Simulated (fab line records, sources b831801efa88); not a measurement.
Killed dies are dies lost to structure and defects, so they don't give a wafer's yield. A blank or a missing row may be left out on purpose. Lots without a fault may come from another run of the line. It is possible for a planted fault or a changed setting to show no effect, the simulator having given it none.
Chamber matching + flow sky130 + SKY_CONTACT_ETCH_17 on rieDiel-01 has 4 sister chambers
The step etches SiO2 in C4F8/O2/Ar, stops on Si3N4, target depth 340 nm. 14 wafers are shown with their chamber, then 7 later ones without.

== WAFERS WITH THEIR CHAMBER ==
| wafer  | chamber | oesProductAu (a.u.) | biasW (W) |
|--------|---------|---------------------|-----------|
| L075.1 | 3       | 0.882               | 1201      |
| L075.2 | 0       | 0.895               | 1203      |
| L075.6 | 1       | 0.886               | 1201      |
| L076.1 | 1       | 0.898               | 1204      |
| L076.3 | 0       | 0.889               | 1205      |
| L076.5 | 2       | 0.889               | 1206      |
| L080.1 | 2       | 0.895               | 1200      |
| L080.4 | 1       | 0.889               | 1198      |
| L080.6 | 0       | 0.891               | 1197      |
| L081.2 | 2       | 0.897               | 1200      |
| L081.4 | 0       | 0.888               | 1195      |
| L081.5 | 0       | 0.892               | 1198      |
| L084.1 | 2       | 0.888               | 1198      |
| L084.4 | 3       | 0.890               | 1206      |

SIGNATURES (averages over the wafers above)
| reading      | chamber 0 | chamber 1 | chamber 2 | chamber 3 | scatter within a chamber |
|--------------|-----------|-----------|-----------|-----------|--------------------------|
| oesProductAu | 0.89100   | 0.89100   | 0.89225   | 0.88600   | 0.00446                  |
| biasW        | 1199.60   | 1201.00   | 1201.00   | 1203.50   | 3.71                     |
Rule: for each reading, subtract the chamber's mean from the wafer's reading, divide by that reading's scatter and square the result; add these up over the readings and take the root, which gives the wafer's distance from the chamber. The wafer belongs to the nearest chamber; if the next one is less than 2 further off, it can't be placed. The scatter: the root of (the sum of the squares of (reading less its chamber's mean) over the shown wafers, divided by (wafers less chambers)).

== WAFERS MISSING THEIR CHAMBER ==
| wafer  | oesProductAu (a.u.) | biasW (W) |
|--------|---------------------|-----------|
| L084.6 | 0.894               | 1202      |
| L087.1 | 0.882               | 1199      |
| L087.5 | 0.892               | 1203      |
| L087.6 | 0.887               | 1204      |
| L097.3 | 0.887               | 1203      |
| L097.4 | 0.893               | 1203      |
| L097.5 | 0.890               | 1199      |

== CHAMBER TAKEN BY EACH ==
| wafer  | from the rows above               | in truth |
|--------|-----------------------------------|----------|
| L084.6 | can't be placed: 2 or 1 or 0 or 3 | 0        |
| L087.1 | can't be placed: 3 or 0 or 1 or 2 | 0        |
| L087.5 | can't be placed: 2 or 1 or 0 or 3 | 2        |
| L087.6 | can't be placed: 3 or 1 or 2 or 0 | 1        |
| L097.3 | can't be placed: 3 or 1 or 0 or 2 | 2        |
| L097.4 | can't be placed: 2 or 1 or 0 or 3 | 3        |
| L097.5 | can't be placed: 0 or 1 or 2 or 3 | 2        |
Correct placement for 0 of the 7. Can't be placed from these rows: 7 (the true chamber is among the candidates in 7). Number placed wrongly: 0.
